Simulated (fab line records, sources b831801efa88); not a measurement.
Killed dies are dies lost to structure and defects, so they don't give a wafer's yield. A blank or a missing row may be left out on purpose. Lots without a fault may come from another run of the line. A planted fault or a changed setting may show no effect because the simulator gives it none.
Which tool did it? | flow sky130 | 13 lots, 39 wafers sampled, at 4 steps of a route of 708

WHAT THE GAUGES READ, wafer by wafer
SKY_PAD_OPEN_BOW_MEAS_13.
lot  | measured     | on            | PAD_OPEN_BOW (um)
L911 | day 45 14:02 | film_metro-03 | 55 61 64
L912 | day 45 19:49 | film_metro-04 | 43 52 54
L913 | day 46 07:43 | film_metro-04 | 50 51 48
L914 | day 46 13:50 | film_metro-03 | 43 44 46
L915 | day 46 20:11 | film_metro-03 | 47 35 41
L916 | day 46 21:16 | film_metro-03 | 48 41 36
L917 | day 47 13:35 | film_metro-04 | 56 45 58
L918 | day 47 18:53 | film_metro-03 | 52 45 29
L920 | day 48 01:32 | film_metro-03 | 50 57 39
L923 | day 48 16:01 | film_metro-04 | 50 50 49
L924 | day 48 21:53 | film_metro-01 | 48 58 50
L926 | day 49 07:06 | film_metro-01 | 51 54 53
L927 | day 49 13:21 | film_metro-01 | 23 45 27

WHICH TOOL RAN EACH LOT (tool, then ch and the chambers of the sampled wafers, then the start)
lot  | SKY_GATE_OXIDE_STRIP_13              | SKY_METAL5_SPUTTER_00        | SKY_PASSIVATION_CVD_02
L911 | plasma_asher-03 ch 1, day 13 18:46   | pvd_sputter-04, day 42 15:14 | pecvd-04 ch 0,1,2, day 43 15:35
L912 | plasma_asher-01 ch 1, day 14 00:23   | pvd_sputter-01, day 42 20:53 | pecvd-04 ch 0,1,2, day 43 21:18
L913 | plasma_asher-01 ch 0,1, day 14 15:20 | pvd_sputter-02, day 43 12:38 | pecvd-01 ch 0,1, day 44 11:59
L914 | plasma_asher-04 ch 0,1, day 14 22:02 | pvd_sputter-01, day 43 18:35 | pecvd-01 ch 0,1,2, day 44 17:44
L915 | plasma_asher-04 ch 0,1, day 15 08:26 | pvd_sputter-01, day 44 01:28 | pecvd-01 ch 0,1, day 45 00:28
L916 | plasma_asher-03 ch 0,1, day 15 14:24 | pvd_sputter-04, day 44 01:56 | pecvd-03 ch 0,2, day 45 01:03
L917 | plasma_asher-01 ch 0,1, day 16 03:19 | pvd_sputter-01, day 44 18:25 | pecvd-04 ch 0,1, day 45 17:05
L918 | plasma_asher-03 ch 0,1, day 16 15:15 | pvd_sputter-04, day 45 01:55 | pecvd-03 ch 0,2, day 45 23:41
L920 | plasma_asher-01 ch 0,1, day 17 04:51 | pvd_sputter-02, day 45 09:25 | pecvd-04 ch 0,1,2, day 46 06:26
L923 | plasma_asher-04 ch 0,1, day 18 02:35 | pvd_sputter-02, day 46 02:03 | pecvd-01 ch 1,2, day 46 23:47
L924 | plasma_asher-01 ch 1, day 18 09:44   | pvd_sputter-04, day 46 08:16 | pecvd-01 ch 0,2, day 47 05:31
L926 | plasma_asher-01 ch 0,1, day 19 03:27 | pvd_sputter-04, day 46 18:16 | pecvd-03 ch 0,1,2, day 47 15:40
L927 | plasma_asher-01 ch 0,1, day 19 15:44 | pvd_sputter-01, day 47 03:02 | pecvd-04 ch 0,2, day 47 23:25
- SKY_GATE_OXIDE_STRIP_13: strips in O2/N2.
- SKY_METAL5_SPUTTER_00: material Ti, target thk 15 nm, time 10 s.
- SKY_PASSIVATION_CVD_02: deposits Si3N4, target thk 540 nm.

WHAT THE TOOLS THEMSELVES READ (means of the sampled wafers that have a number; where no wafer has one, the mark that the record gives instead)
SKY_GATE_OXIDE_STRIP_13.
lot  | tool            | drypump_motor_current_A (A) | oes_product_au (a.u.) | strip_time_to_endpoint_s (s)
L911 | plasma_asher-03 | 4.7                         | 0.716                 | 14.14
L912 | plasma_asher-01 | 5.5                         | 0.713                 | 14.19
L913 | plasma_asher-01 | 5.1                         | 0.715                 | 14.17
L914 | plasma_asher-04 | 6.0                         | 0.718                 | 14.17
L915 | plasma_asher-04 | 6.0                         | 0.718                 | 14.16
L916 | plasma_asher-03 | 5.0                         | 0.717                 | 14.19
L917 | plasma_asher-01 | 5.3                         | 0.714                 | 14.21
L918 | plasma_asher-03 | 5.0                         | 0.718                 | 14.23
L920 | plasma_asher-01 | 5.3                         | 0.715                 | 14.20
L923 | plasma_asher-04 | 6.0                         | 0.716                 | 14.19
L924 | plasma_asher-01 | 5.5                         | 0.714                 | 14.19
L926 | plasma_asher-01 | 5.3                         | 0.717                 | 14.18
L927 | plasma_asher-01 | 5.1                         | 0.718                 | 14.13

SKY_METAL5_SPUTTER_00.
lot  | tool           | chamber_pressure_pa (Pa) | throttle_valve_pct (%)
L911 | pvd_sputter-04 | 0.4004                   | 29.9
L912 | pvd_sputter-01 | 0.4000                   | 30.0
L913 | pvd_sputter-02 | 0.4002                   | 29.7
L914 | pvd_sputter-01 | 0.3998                   | 30.2
L915 | pvd_sputter-01 | 0.3998                   | 30.0
L916 | pvd_sputter-04 | 0.3998                   | 29.9
L917 | pvd_sputter-01 | 0.3995                   | 30.3
L918 | pvd_sputter-04 | 0.4009                   | 29.6
L920 | pvd_sputter-02 | 0.4005                   | 29.9
L923 | pvd_sputter-02 | 0.4005                   | 30.1
L924 | pvd_sputter-04 | 0.4000                   | 29.1
L926 | pvd_sputter-04 | 0.3996                   | 29.9
L927 | pvd_sputter-01 | 0.3995                   | 29.3

SKY_PASSIVATION_CVD_02.
lot  | tool     | heater_power_w (W) | rf_fwd_power_W (W)
L911 | pecvd-04 | 711                | 448.8
L912 | pecvd-04 | 719                | 449.3
L913 | pecvd-01 | 648                | 448.1
L914 | pecvd-01 | 690                | 448.3
L915 | pecvd-01 | 650                | 448.9
L916 | pecvd-03 | 628                | 447.4
L917 | pecvd-04 | 736                | 449.9
L918 | pecvd-03 | 565                | 448.6
L920 | pecvd-04 | 708                | 448.3
L923 | pecvd-01 | 747                | 448.0
L924 | pecvd-01 | 672                | 450.4
L926 | pecvd-03 | 700                | 449.1
L927 | pecvd-04 | 746                | 449.3

THE ANSWER, worked out from the rows above alone
Rule: what is usual is taken from the lots themselves. Put in order of their means at a reading, lots are off if they are a third of the lots or fewer, leave a main group of 4 or more, and stand apart from it by a gap of 3 or more times the standard deviation of the main group's means; of several such gaps the widest counts. A main group whose means are all the same, to the digits that the tables above print for the reading, isn't used. A lot without any number at a reading at which 4 lots or more have one is off too. The other lots that the step has rows for count as sound. The gauges are gone through in route order, then the tools' own readings, and for those a lot's mean is taken as printed above. The first step at which some lot is off is used, and at that step the reading that is off furthest; a lot without a number counts as furthest.
No lot is off at any reading shown: from this, nothing can be told.

WHAT THE SIMULATOR HAD PUT IN
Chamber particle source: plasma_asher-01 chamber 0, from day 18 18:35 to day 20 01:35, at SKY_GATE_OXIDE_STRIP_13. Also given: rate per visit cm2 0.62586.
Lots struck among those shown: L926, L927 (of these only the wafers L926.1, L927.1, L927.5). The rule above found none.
